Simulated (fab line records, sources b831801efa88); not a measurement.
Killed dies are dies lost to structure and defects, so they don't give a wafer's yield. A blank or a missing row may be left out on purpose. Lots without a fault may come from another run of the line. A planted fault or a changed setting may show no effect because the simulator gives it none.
A struck lot beside a sound one | flow sfq_line | 18 steps out of a route of 325
Sound: wafers L224.2, L224.3, L224.5. Struck: wafers L230.2, L230.5. (L230.1 of the same lot was not struck and is left out.) The cause comes at the end.
At each step with rows: each side's tool, then ch and its chambers, then its first start. Under that, the readings that differ: sound wafers | struck wafers | difference of the means | sigmas: that difference in standard deviations of wafers without a fault.
alike: readings whose means differ by less than 2 such deviations, and words and numbers that are the same on both sides. not compared: withheld readings, readings that some wafer has no value for, bounds like >300 that may hide the same value, and numbers for which the record gives no deviation and whose values overlap.
The two part at a step that has a row with sigmas, a row that says differs or no value, or rows on one side only. Numbers that don't overlap but have no deviation are shown without sigmas and don't part them. A reading that every wafer of one side lacks parts them only if that side has two wafers or more.

SFQ_TRILAYER_M6_BARC_OPEN_METAL_ETCH_206: etches BARC in O2, target depth 125 nm, time 41.7 s.
  sound on rie_metal-04 ch 0, day 61 10:37; struck on rie_metal-04 ch 0, day 62 03:25
  alike: drypump_motor_current_A, oes_product_au
  not compared: rf_hours_counter_h
SFQ_TRILAYER_M6_ETCH_METAL_ETCH_162: etches Nb in Cl2/Ar, stops on SiO2, target depth 240 nm, time 120 s.
  sound on rie_metal-04 ch 0, day 61 10:41; struck on rie_metal-04 ch 0, day 62 03:29
  alike: drypump_motor_current_A, oes_product_au
  not compared: rf_hours_counter_h
then, 2 steps without rows for these wafers: SFQ_TRILAYER_M6_STRIP_STRIP_163 (strips in O2); SFQ_TRILAYER_M6_STRIP_SOLV_CLEAN_164 (cleans in NMP, time 600 s).
SFQ_TRILAYER_I6_DEP_PECVD_165: deposits SiO2 from SiH4/N2O, time 111.11 s, target thk 500 nm.
  sound on pecvd-03 ch 1,2, day 61 11:35; struck on pecvd-03 ch 0,2, day 62 04:23
  alike: chamber_pressure_Torr, heater_power_w, throttle_valve_pct
then, 1 step without rows for these wafers: SFQ_TRILAYER_I6_CMP_CMP_166 (polishes SiO2).
SFQ_I6_BOW_MEAS_941:
  sound on film_metro-04, day 61 17:36; struck on film_metro-04, day 62 07:28
  alike: I6_BOW
SFQ_TRILAYER_I6_METRO_MEASURE_167:
  sound on film_metro-04, day 61 17:54; struck on film_metro-04, day 62 07:35
  alike: thk_nm
then, 4 steps without rows for these wafers: SFQ_TRILAYER_I6_VIA_LITHO_COAT_174 (resist thk 62 nm); SFQ_TRILAYER_I6_VIA_LITHO_COAT_169 (resist thk 650 nm); SFQ_TRILAYER_I6_VIA_LITHO_SOFTBAKE_173; SFQ_TRILAYER_I6_VIA_LITHO_EXPOSE_170 (exposes mask I6, target cd 700 nm).
SFQ_TRILAYER_I6_VIA_LITHO_PEB_172: peb time 60 s.
  sound on litho_track-01 ch 0, day 62 05:31; struck on litho_track-01 ch 0, day 62 13:53
  alike: chill_plate_temp_C
then, 1 step without rows for these wafers: SFQ_TRILAYER_I6_VIA_LITHO_DEVELOP_171 (time 60 s).
SFQ_I6_OVL_MEAS_942:
  sound on overlay-01, day 62 05:47; struck on overlay-02, day 62 14:11
  alike: I6_OVL
SFQ_TRILAYER_I6_VIA_BARC_OPEN_VIA_ETCH_235: etches BARC in O2, target depth 125 nm, time 41.7 s.
  sound on rie_diel-02 ch 0,2,3, day 62 05:49; struck on rie_diel-02 ch 2,3, day 62 14:13
  reading             | sound           | struck    | difference | sigmas
  model.I6.cd_nm (nm) | 701.6 703 701.7 | 719.3 722 | +18.5      |
  alike: drypump_motor_current_A, oes_product_au
  not compared: rf_hours_counter_h
SFQ_TRILAYER_I6_VIA_ETCH_VIA_ETCH_172: etches SiO2 in CHF3, stops on Nb, target depth 260 nm.
  sound on rie_diel-02 ch 0,2,3, day 62 05:52; struck on rie_diel-02 ch 2,3, day 62 14:16
  reading             | sound             | struck      | difference | sigmas
  model.I6.cd_nm (nm) | 701.6 700.6 702.6 | 719.4 719.6 | +17.9      |
  alike: drypump_motor_current_A, oes_product_au
SFQ_TRILAYER_I6_VIA_STRIP_STRIP_173: strips in O2.
  sound on rie_metal-03 ch 0,1, day 62 05:58; struck on rie_metal-03 ch 0, day 62 14:22
  alike: drypump_motor_current_A, oes_product_au
  not compared: rf_hours_counter_h

WHERE THEY PART
Nowhere in this record.

WHY: what the simulator had put in
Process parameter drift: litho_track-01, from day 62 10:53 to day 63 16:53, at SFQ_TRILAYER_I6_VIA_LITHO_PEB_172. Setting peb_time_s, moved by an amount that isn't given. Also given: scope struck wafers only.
